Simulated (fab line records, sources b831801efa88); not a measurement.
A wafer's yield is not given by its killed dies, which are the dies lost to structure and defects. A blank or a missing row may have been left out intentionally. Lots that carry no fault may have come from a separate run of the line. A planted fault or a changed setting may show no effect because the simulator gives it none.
Matching of chambers || flow gf180mcu || GF_V3_CMP_04 on cmp-01 has 4 sister chambers
The step polishes SiO2. 8 wafers are shown with their chamber, then 8 later ones without.

== WAFERS WITH THEIR CHAMBER ==
{"wafer": "L880.1", "chamber": 2, "motor current A (A)": 12.3, "time to endpoint s (s)": 80}
{"wafer": "L880.5", "chamber": 3, "motor current A (A)": 13.1, "time to endpoint s (s)": 85}
{"wafer": "L882.3", "chamber": 3, "motor current A (A)": 13.3, "time to endpoint s (s)": 81}
{"wafer": "L882.6", "chamber": 0, "motor current A (A)": 13.3, "time to endpoint s (s)": 84}
{"wafer": "L883.1", "chamber": 2, "motor current A (A)": 12.1, "time to endpoint s (s)": 74}
{"wafer": "L883.4", "chamber": 1, "motor current A (A)": 11.2, "time to endpoint s (s)": 81}
{"wafer": "L883.5", "chamber": 0, "motor current A (A)": 13.4, "time to endpoint s (s)": 84}
{"wafer": "L891.1", "chamber": 1, "motor current A (A)": 11.1, "time to endpoint s (s)": 75}

== WAFERS WITHOUT THEIR CHAMBER ==
{"wafer": "L891.3", "motor current A (A)": 13.4, "time to endpoint s (s)": 74}
{"wafer": "L891.6", "motor current A (A)": 13.5, "time to endpoint s (s)": 78}
{"wafer": "L894.1", "motor current A (A)": 10.4, "time to endpoint s (s)": 78}
{"wafer": "L894.5", "motor current A (A)": 14.0, "time to endpoint s (s)": 83}
{"wafer": "L894.6", "motor current A (A)": 12.1, "time to endpoint s (s)": 88}
{"wafer": "L895.3", "motor current A (A)": 11.0, "time to endpoint s (s)": 75}
{"wafer": "L895.5", "motor current A (A)": 13.9, "time to endpoint s (s)": 75}
{"wafer": "L895.6", "motor current A (A)": 10.8, "time to endpoint s (s)": 80}

== CHAMBER TAKEN BY EACH ==
{"wafer": "L891.3", "from the rows above": "can't be placed: 0 or 3", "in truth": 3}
{"wafer": "L891.6", "from the rows above": "can't be placed: 0 or 3", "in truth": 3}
{"wafer": "L894.1", "from the rows above": 1, "in truth": 1}
{"wafer": "L894.5", "from the rows above": "can't be placed: 0 or 3", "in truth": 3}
{"wafer": "L894.6", "from the rows above": 2, "in truth": 2}
{"wafer": "L895.3", "from the rows above": 1, "in truth": 1}
{"wafer": "L895.5", "from the rows above": "can't be placed: 0 or 3", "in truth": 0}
{"wafer": "L895.6", "from the rows above": 1, "in truth": 1}
Placed correctly: 4 of 8. Cannot be placed on the basis of these rows: 4; the candidates contain the true chamber in 4. Wrongly placed: 0.
How it was worked out, from the rows above alone: a wafer's distance from a chamber is the root of the sum, over the readings, of the square of ((its reading less the chamber's mean) divided by the reading's scatter). The wafer belongs to the nearest chamber; if the next one is less than 2 further off, it can't be placed. The mean given for a chamber averages the wafers shown for that chamber. The scatter is the square root of a quotient: the sum, over the shown wafers, of each reading's squared deviation from its chamber's mean, divided by wafers minus chambers.
